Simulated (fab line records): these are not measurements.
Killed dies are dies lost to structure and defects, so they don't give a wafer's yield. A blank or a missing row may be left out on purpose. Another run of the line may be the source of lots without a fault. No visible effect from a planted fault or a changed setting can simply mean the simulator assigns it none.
Matching of chambers :: flow sky130 :: 4 sister chambers for SKY_VIA2_CMP_02 on cmp-02
The step polishes SiO2. 8 wafers are shown with their chamber, then 12 later ones without.

== WAFERS PAIRED WITH THEIR CHAMBERS ==
wafer: L082.2
chamber: 3
motor_current_A (A): 10.5

wafer: L083.4
chamber: 3
motor_current_A (A): 10.7

wafer: L088.1
chamber: 0
motor_current_A (A): 10.2

wafer: L089.5
chamber: 1
motor_current_A (A): 12.8

wafer: L089.6
chamber: 2
motor_current_A (A): 14.0

wafer: L091.3
chamber: 0
motor_current_A (A): 10.2

wafer: L091.4
chamber: 1
motor_current_A (A): 12.8

wafer: L091.5
chamber: 2
motor_current_A (A): 13.4

== WAFERS MISSING THEIR CHAMBER ==
wafer: L093.1
motor_current_A (A): 10.4

wafer: L093.2
motor_current_A (A): 10.3

wafer: L093.6
motor_current_A (A): 10.4

wafer: L094.1
motor_current_A (A): 10.3

wafer: L094.3
motor_current_A (A): 14.4

wafer: L094.6
motor_current_A (A): 13.4

wafer: L095.1
motor_current_A (A): 10.1

wafer: L095.3
motor_current_A (A): 12.4

wafer: L095.5
motor_current_A (A): 12.8

wafer: L096.3
motor_current_A (A): 13.9

wafer: L096.5
motor_current_A (A): 13.5

wafer: L096.6
motor_current_A (A): 10.7

== THE CHAMBER EACH PASSED THROUGH ==
wafer: L093.1
from the rows above: can't be placed: 3 or 0
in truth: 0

wafer: L093.2
from the rows above: can't be placed: 0 or 3
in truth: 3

wafer: L093.6
from the rows above: can't be placed: 3 or 0
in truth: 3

wafer: L094.1
from the rows above: can't be placed: 0 or 3
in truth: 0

wafer: L094.3
from the rows above: 2
in truth: 2

wafer: L094.6
from the rows above: can't be placed: 2 or 1
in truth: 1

wafer: L095.1
from the rows above: can't be placed: 0 or 3
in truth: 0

wafer: L095.3
from the rows above: 1
in truth: 1

wafer: L095.5
from the rows above: 1
in truth: 1

wafer: L096.3
from the rows above: 2
in truth: 2

wafer: L096.5
from the rows above: 2
in truth: 2

wafer: L096.6
from the rows above: can't be placed: 3 or 0
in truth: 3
Correct placement for 5 of the 12. From these rows, 7 cannot be placed; in 7 the true chamber is one of the candidates. 0 placed wrongly.
How it was worked out, from the rows above alone: a wafer's distance from a chamber is the root of the sum, over the readings, of the square of ((its reading less the chamber's mean) divided by the reading's scatter). The wafer belongs to the nearest chamber; if the next one is less than 2 further off, it can't be placed. A chamber's mean is the mean of its shown wafers. The scatter: the root of (the sum of the squares of (reading less its chamber's mean) over the shown wafers, divided by (wafers less chambers)).
